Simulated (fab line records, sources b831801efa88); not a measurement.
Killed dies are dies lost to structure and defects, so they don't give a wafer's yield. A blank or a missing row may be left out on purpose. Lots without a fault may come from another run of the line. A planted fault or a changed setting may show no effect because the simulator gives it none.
Chamber matching | flow gf180mcu | GF_V4_CVD_02 on pecvd-02: 3 sister chambers
The step deposits SiO2 from TEOS, target thk 850 nm, time 94.851 s. 22 wafers are shown with their chamber, then 11 later ones without.

WAFERS WITH THEIR CHAMBER
wafer  | chamber | heater_power_w (W) | heater_power_outer_w (W)
L077.1 | 0       | 699                | 431
L077.2 | 2       | 581                | 345
L077.3 | 1       | 745                | 437
L078.1 | 1       | 717                | 427
L078.3 | 2       | 622                | 369
L078.5 | 0       | 679                | 422
L079.1 | 1       | 756                | 441
L079.2 | 2       | 563                | 331
L079.3 | 0       | 588                | 345
L083.1 | 0       | 714                | 434
L083.5 | 0       | 580                | 340
L083.6 | 1       | 632                | 371
L084.1 | 1       | 660                | 372
L084.3 | 2       | 596                | 355
L084.4 | 2       | 617                | 383
L086.1 | 0       | 621                | 351
L086.3 | 2       | 612                | 374
L086.4 | 2       | 658                | 401
L087.1 | 0       | 645                | 381
L087.3 | 1       | 651                | 384
L087.5 | 1       | 691                | 405
L088.1 | 1       | 722                | 429

SIGNATURES (means of the wafers above)
reading              | chamber 0 | chamber 1 | chamber 2 | scatter within a chamber
heater_power_w       | 646.57    | 696.75    | 607.00    | 44.2
heater_power_outer_w | 386.29    | 408.25    | 365.43    | 32.5
Rule: a wafer's distance from a chamber is the root of the sum, over the readings, of the square of ((its reading less the chamber's mean) divided by the reading's scatter). The wafer belongs to the nearest chamber; if the next one is less than 2 further off, it can't be placed. The scatter: the root of (the sum of the squares of (reading less its chamber's mean) over the shown wafers, divided by (wafers less chambers)).

WAFERS WITHOUT THEIR CHAMBER
wafer  | heater_power_w (W) | heater_power_outer_w (W)
L088.2 | 693                | 398
L088.5 | 625                | 386
L090.2 | 674                | 389
L090.4 | 675                | 410
L090.5 | 665                | 420
L092.1 | 599                | 352
L092.2 | 621                | 343
L092.6 | 664                | 399
L095.2 | 642                | 356
L095.5 | 678                | 396
L095.6 | 525                | 303

WHICH CHAMBER EACH WENT THROUGH
wafer  | from the rows above          | in truth
L088.2 | can't be placed: 1 or 0 or 2 | 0
L088.5 | can't be placed: 0 or 2 or 1 | 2
L090.2 | can't be placed: 0 or 1 or 2 | 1
L090.4 | can't be placed: 1 or 0 or 2 | 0
L090.5 | can't be placed: 1 or 0 or 2 | 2
L092.1 | can't be placed: 2 or 0      | 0
L092.2 | can't be placed: 2 or 0 or 1 | 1
L092.6 | can't be placed: 0 or 1 or 2 | 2
L095.2 | can't be placed: 2 or 0 or 1 | 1
L095.5 | can't be placed: 1 or 0 or 2 | 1
L095.6 | can't be placed: 2 or 0      | 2
Placed correctly: 0 of 11. Can't be placed from these rows: 11 (the true chamber is among the candidates in 11). Placed wrongly: 0.
